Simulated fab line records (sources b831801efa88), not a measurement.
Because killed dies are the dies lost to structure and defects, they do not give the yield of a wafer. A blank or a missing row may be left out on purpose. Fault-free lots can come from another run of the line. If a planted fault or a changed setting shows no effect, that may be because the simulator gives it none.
Comparing a struck lot with a sound one -- flow gf180mcu -- 27 out of 602 route steps
Sound: the wafers L729.2, L729.4, L729.6. Struck: wafers L720.2, L720.3, L720.6. At the end, the cause is stated.
For every step that has rows: the tool of each side, followed by ch and its chambers, followed by its first start. Under that, the readings that differ: sound wafers -- struck wafers -- difference of the means -- sigmas: that difference in standard deviations of wafers without a fault.
alike: readings with means less than 2 such deviations apart, plus words and numbers identical on both sides. not compared: withheld readings, readings lacking a value on some wafer, bounds such as >300 that could conceal the same value, and numbers that have no deviation in the record and whose values overlap.
The two part at a step that has a row with sigmas, a row that says differs or no value, or rows on one side only. When numbers do not overlap yet have no deviation, they are printed without sigmas and do not part them. A reading missing from all wafers of one side parts the sides only when that side holds two or more wafers.

GF_STI_BOW_MEAS_00:
  sound: film metro-01 at day 5 04:01; struck: film metro-03 at day 3 07:01
  alike: INCOMING_BOW
then, 1 step without rows for these wafers: GF_STI_OXIDATION_01 (stabilise 600 s, purge 300 s, target thk 10 nm).
GF_STI_THK_MEAS_02:
  sound: film metro-03 at day 5 06:26; struck: film metro-01 at day 3 09:55
reading,sound,struck,difference,sigmas
STI_OXIDATION_THK (nm),10.20 10.26 10.27,9.74 9.61 9.56,-0.61,-3
GF_STI_CVD_03: deposits Si3N4 from DCS/NH3, target thk 207.16 nm, time 3551 s.
  sound on lpcvd-01 ch 1, day 5 06:29; struck on lpcvd-02 ch 1, day 3 12:07
GF_STI_THK_MEAS_04:
  sound: film metro-01 at day 5 09:28; struck: film metro-02 at day 3 14:08
reading,sound,struck,difference,sigmas
STI_CVD_03_THK (nm),208.2 209.8 208.0,411.8 411.0 409.7,+202.2,+96
then, 7 steps without rows for these wafers: GF_STI_DEHYDRATE_05 (time 60 s); GF_STI_HMDS_06 (prime time 60 s); GF_STI_COAT_07 (resist thk 700 nm); GF_STI_SOFTBAKE_08 (time 60 s); GF_STI_EXPOSE_09 (exposes mask COMP, target cd 220 nm); GF_STI_PEB_10 (peb time 90 s); GF_STI_DEVELOP_11 (develop time 60 s).
GF_STI_CD_MEAS_12: the cd target is 220 nm.
  sound: cd sem-02 at day 6 00:04; struck: cd sem-02 at day 3 23:50
  alike: cd nm
GF_STI_ETCH_13: etches the open film in CHF3/O2, stops on Si, target depth 282.31 nm, time 112.9 s.
  sound on rie diel-01 ch 1,2,3, day 6 00:10; struck on rie diel-04 ch 1,2,3, day 3 23:56
reading,sound,struck,difference,sigmas
oes product au (a.u.),0.832 0.838 0.827,0.995 0.990 0.988,+0.159,+27
throttle valve pct (%),8.815 8.800 8.810,8.840 8.859 8.851,+0.042,+5
model.etch.depth nm (nm),208.1 209.7 208,281.5 277.5 278.1,+70.4,
  alike: drypump motor current A
  not compared: rf hours counter h
GF_STI_ETCH_14: etches Si in HBr/Cl2/O2, target depth 360 nm, time 102.9 s.
  sound on rie si-02 ch 0,1,3, day 6 00:14; struck on rie si-02 ch 2,3, day 4 00:01
reading,sound,struck,difference,sigmas
oes product au (a.u.),1.001 1.017 0.990,0.349 0.351 0.359,-0.650,-77
throttle valve pct (%),25.652 25.647 25.676,26.080 26.091 26.091,+0.429,+43
  alike: drypump motor current A
  not compared: rf hours counter h
GF_STI_STRIP_15: strips in O2/N2.
  sound on plasma asher-03 ch 1, day 6 00:19; struck on plasma asher-02 ch 0, day 4 00:06
  alike: drypump motor current A, heater power w, oes product au, strip time to endpoint s
  not compared: rf hours counter h
GF_STI_CLEAN_16: cleans in dHF, time 25 s.
  sound on wet bench-02 ch 3, day 6 00:25; struck on wet bench-04 ch 2, day 4 00:12
reading,sound,struck,difference,sigmas
model.Si3N4_of_STI_CVD_03.thk nm (nm),207.7 209.2 207.5,411.2 410.4 409.5,+202.2,
then, 6 steps without rows for these wafers: GF_STI_WET_ETCH_17 (etches Si3N4 in H3PO4, target depth 45 nm, time 514 s); GF_STI_CLEAN_18 (cleans in SC1/SC2, time 150 s); GF_STI_CLEAN_19 (cleans in dHF, time 20 s); GF_STI_WET_ETCH_20 (etches SiO2 in dHF, target depth 20 nm, time 400 s); GF_STI_OXIDATION_21 (stabilise 600 s, purge 300 s, target thk 15 nm); GF_STI_CVD_23 (deposits SiO2, target thk 650 nm, time 108.3 s).
GF_STI_CMP_25: polishes, stops on Si3N4, t overpolish 33 s, target thk 524.6 nm.
  sound on cmp-02 ch 1,2, day 6 02:38; struck on cmp-01 ch 0,3, day 4 02:08
  alike: motor current A, overpolish run s, slurry flow ml min, time to endpoint s
GF_STI_WET_ETCH_26: etches SiO2 in dHF, target depth 94 nm, time 188 s.
  sound on wet bench-02 ch 3, day 6 02:53; struck on wet bench-02 ch 2, day 4 02:26
reading,sound,struck,difference,sigmas
model.Si3N4_of_STI_CVD_03.thk nm (nm),152.7 154.2 152.5,354.5 354 353.2,+200.8,
  alike: bath heat duty pct
then, 1 step without rows for these wafers: GF_STI_WET_ETCH_27 (etches Si3N4 in H3PO4, target depth 160 nm, time 1825 s).
-- the record jumps here: 28 days lie between the struck wafers' starts before and after (it left off in module STI and takes up again in module PASSIVATION, whose first step shown is number 602 of the route) --
GF_PASSIVATION_PROBE_99:
  rows exist in the record for the struck wafers here (prober-01, day 31 18:00), but not for the sound ones

WHERE THEY PART
Last at GF_PASSIVATION_PROBE_99 as far as this record goes, first at GF_STI_THK_MEAS_02.

WHY: what had been put in by the simulator
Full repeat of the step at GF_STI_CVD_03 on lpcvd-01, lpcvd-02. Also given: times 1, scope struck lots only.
